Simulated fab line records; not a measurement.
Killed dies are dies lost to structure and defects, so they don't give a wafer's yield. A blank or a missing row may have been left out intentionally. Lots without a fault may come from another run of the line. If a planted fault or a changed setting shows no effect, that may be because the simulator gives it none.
Struck lot and sound lot, side by side    flow sky130    18 steps out of a route of 708
Sound: the wafers L945.2, L945.5, L945.6. Struck: wafers L964.2, L964.4, L964.6. The cause is given at the end.
For every step that has rows: the tool of each side, followed by ch and its chambers, followed by its first start. Under that, the readings that differ: sound wafers    struck wafers    difference of the means    sigmas: that difference in standard deviations of wafers without a fault.
alike: words and numbers the same on both sides, and readings whose means are apart by under 2 such deviations; not compared: readings that were withheld, readings missing a value for some wafer, numbers with overlapping values and no deviation given by the record, and bounds like >300 which may hide the same value.
A row with sigmas, a row that says differs or no value, or rows on one side alone: a step with any of these is where the two part. Numbers that have no deviation but don't overlap get no sigmas and don't part them. A reading that every wafer of one side lacks parts them only if that side has two wafers or more.

first, 4 steps without rows for these wafers: SKY_VT_ADJUST_PCH_SOFTBAKE_03; SKY_VT_ADJUST_PCH_EXPOSE_04 (exposes mask NWM, target cd 840 nm); SKY_VT_ADJUST_PCH_PEB_05; SKY_VT_ADJUST_PCH_DEVELOP_06 (develop time 60 s).
SKY_VT_ADJUST_PCH_OVL_MEAS_07:
  sound on overlay-01 at day 10 13:04; struck on overlay-01 at day 16 19:32
  alike: VT_ADJUST_PCH_OVL
following that, these wafers have no rows for 1 step: SKY_VT_ADJUST_PCH_IMPLANT_08.
SKY_VT_ADJUST_PCH_STRIP_09: strips in O2/N2.
  sound on plasma-asher-01 ch 0,1, day 10 13:14; struck on plasma-asher-02 ch 0,1, day 16 19:43
  alike: drypump-motor-current-A, oes-product-au, strip-time-to-endpoint-s
  not compared: rf-hours-counter-h
SKY_VT_ADJUST_PCH_TW_MEAS_10:
  sound on film-metro-02 at day 10 13:21; struck on film-metro-01 at day 16 19:50
  alike: VT_ADJUST_PCH_TW
then, 4 steps without rows for these wafers: SKY_SONOS_TUNNEL_DEHYDRATE_00 (time 60 s); SKY_SONOS_TUNNEL_HMDS_01 (prime time 60 s); SKY_SONOS_TUNNEL_COAT_02 (resist thk 1140 nm); SKY_SONOS_TUNNEL_SOFTBAKE_03 (time 60 s).
SKY_SONOS_TUNNEL_EXPOSE_04: exposes mask TUNM, target cd 410 nm.
  sound on iline-stepper-01 ch 0, day 11 01:10; struck on iline-stepper-02 ch 0, day 17 09:53
reading               sound              struck             difference  sigmas
exposure-dose-mJ-cm2  137.3 137.4 137.6  136.0 135.9 136.0  -1.5        -2
  alike: mask
then, 2 steps without rows for these wafers: SKY_SONOS_TUNNEL_PEB_05; SKY_SONOS_TUNNEL_DEVELOP_06 (develop time 60 s).
SKY_SONOS_TUNNEL_CD_MEAS_07 targets a cd of 410 nm.
  sound on cd-sem-02 at day 11 12:27; struck on cd-sem-01 at day 18 00:18
reading     sound              struck             difference  sigmas
cd-nm (nm)  408.8 410.2 409.7  420.1 427.7 419.8  +13.0       +6
SKY_SONOS_TUNNEL_OVL_MEAS_08:
  sound on overlay-01 at day 11 12:33; struck on overlay-02 at day 18 00:25
  alike: SONOS_TUNNEL_OVL
-- here the record skips 32 days between the struck wafers' starts before and after, leaving off in module SONOS_TUNNEL and picking up in module PAD_OPEN (first step shown: number 708 of the route) --
SKY_PAD_OPEN_PROBE_99:
  sound on prober-02 at day 45 22:12; struck on prober-02 at day 50 09:04
  alike: killed_at_M0_to_M3, killed_at_M4_up, killed-at-contacts, killed-at-front-end, killed-at-other, killed-dies, killed-open, killed-short

== WHERE THEY PART ==
Last at SKY_SONOS_TUNNEL_CD_MEAS_07 as far as this record goes, first at SKY_SONOS_TUNNEL_EXPOSE_04. Later steps at which nothing parts them and some readings are alike: SKY_SONOS_TUNNEL_OVL_MEAS_08, SKY_PAD_OPEN_PROBE_99.

WHY: the cause the simulator had injected
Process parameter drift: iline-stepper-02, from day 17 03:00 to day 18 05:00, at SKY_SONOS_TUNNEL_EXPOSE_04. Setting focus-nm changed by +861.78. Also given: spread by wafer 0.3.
